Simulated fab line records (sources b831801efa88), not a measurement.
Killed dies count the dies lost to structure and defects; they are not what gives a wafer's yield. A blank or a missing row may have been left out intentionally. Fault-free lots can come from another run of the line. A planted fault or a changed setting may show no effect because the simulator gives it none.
Problem report, 8D (eight disciplines) form, completed by code	flow sky130	the parts of the form that need people (team, actions taken, sign-off) are left out

1. WHAT IS WRONG
Wafers with no fault read 100.0 W with a standard deviation of 0.34, whereas bias w at SKY_FIELD_ISO_ETCH_14 reads a mean of 68.9 W on 1 wafer of 1 lot. Relative to the usual mean, that is a shift of -91 standard deviations.
The step: etches BARC in N2/H2, stops on SiO2, time 45.9 s, target depth 60 nm.
Seen first at day 6 02:07 on rie diel-01, wafer L721.1. At this step, 39 wafers from 13 lots have a number in the record. Rule for "out" (also "out of limits"): further than 4 standard deviations from the usual mean. All remaining wafers that have a number are taken as sound.

2. WHAT IT IS, WHAT IT ISN'T
question	is	is not
which readings at this step	bias w	drypump motor current A, oes product au, throttle valve pct
which lots	L721	L703, L704, L705, L706, L707, L708, L709, L710, L711, L715, L716, L719
which wafers of those lots	L721.1	L721.5, L721.6
read on which tools	rie diel-01	rie diel-02, rie diel-03
when	from day 6 02:07	up to then (38 sound wafers)

3. THE SUSPECTS, EACH WITH WHAT RULES IT OUT
Counting: any tool at a process step up to the reading remains a suspect provided it ran every lot that is out. Sound lots after the first of them don't rule it out here, since some wafers of a struck lot are sound.
- rie diel-01 at SKY_FIELD_ISO_ETCH_14 (etches BARC in N2/H2, stops on SiO2, time 45.9 s, target depth 60 nm): kept. L721, the lot that is out, went through it at day 6 02:07; up to then, the latest sound lot through it was L715 at day 4 19:23. Its own bias w readings are out on those wafers.
- rie diel-01, SKY_FIELD_ISO_ETCH_14: wafers that are out in chamber 2, sound lot-mates in chambers 0, 3.
Remaining after the count: rie diel-01 at SKY_FIELD_ISO_ETCH_14.

4. THE CAUSE (what the simulator had put in)
rie diel-01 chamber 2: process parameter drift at SKY_FIELD_ISO_ETCH_14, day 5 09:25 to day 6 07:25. From 100, the setting bias w moved by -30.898. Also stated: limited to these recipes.
Only this tool survived the counting.

5. THE EFFECT CHAIN, in route order
Rows list readings where the struck wafers' mean (over those with a number) sits beyond 3 standard deviations from the usual. Readings are gone through only where the record gives a usual standard deviation; hours: the median, over the lots, of the time from a lot's start at the first step in this table giving one to that lot's start at this step; sigmas: the change measured in usual standard deviations.
hours	step	reading	usual	on struck wafers	change	sigmas
0	SKY_FIELD_ISO_ETCH_14	bias w	100.0 W	68.9	-31.1	-91
Process steps it contains:
- SKY_FIELD_ISO_ETCH_14: etches BARC in N2/H2, stops on SiO2, time 45.9 s, target depth 60 nm.
Later steps that measure or inspect, where all struck wafers having a row at the step show a number for every such reading and not one has moved that far: SKY_FIELD_ISO_THK_MEAS_23, SKY_GATE_OXIDE_TW_MEAS_14, SKY_LDD_N_OVL_MEAS_07.

6. HOW IT WOULD HAVE BEEN CAUGHT EARLIER
The fault began at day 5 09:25; the first out-of-limits reading in this record came at day 6 02:07, 17 hours later.
